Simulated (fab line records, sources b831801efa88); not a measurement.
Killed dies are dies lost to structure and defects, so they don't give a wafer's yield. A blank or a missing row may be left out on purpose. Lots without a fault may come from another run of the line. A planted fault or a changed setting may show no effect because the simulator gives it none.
Chamber matching | flow gf180mcu | GF_V4_CMP_04 on cmp-02: 4 sister chambers
The step polishes SiO2. 4 wafers are shown with their chamber, then 7 later ones without.

WAFERS WITH THEIR CHAMBER
wafer  | chamber | motor_current_A (A)
L704.4 | 2       | 9.8
L711.6 | 0       | 14.6
L714.4 | 1       | 11.3
L714.5 | 3       | 10.2

WAFERS WITHOUT THEIR CHAMBER
wafer  | motor_current_A (A)
L714.6 | 10.2
L719.3 | 14.1
L719.4 | 10.8
L719.6 | 10.2
L724.3 | 15.1
L724.4 | 11.2
L724.6 | 11.1

WHICH CHAMBER EACH WENT THROUGH
wafer  | from the rows above          | in truth
L714.6 | can't be placed: 3 or 2      | 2
L719.3 | 0                            | 0
L719.4 | can't be placed: 1 or 3 or 2 | 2
L719.6 | can't be placed: 3 or 2      | 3
L724.3 | 0                            | 0
L724.4 | 1                            | 1
L724.6 | 1                            | 1
Placed correctly: 4 of 7. Can't be placed from these rows: 3 (the true chamber is among the candidates in 3). Placed wrongly: 0.
How it was worked out, from the rows above alone: a wafer's distance from a chamber is the root of the sum, over the readings, of the square of ((its reading less the chamber's mean) divided by the reading's scatter). The wafer belongs to the nearest chamber; if the next one is less than 2 further off, it can't be placed. A chamber's mean is the mean of its shown wafers. The scatter: with one shown wafer a chamber, the root of the mean of the squares of how far each hidden wafer lies from its nearest shown one.
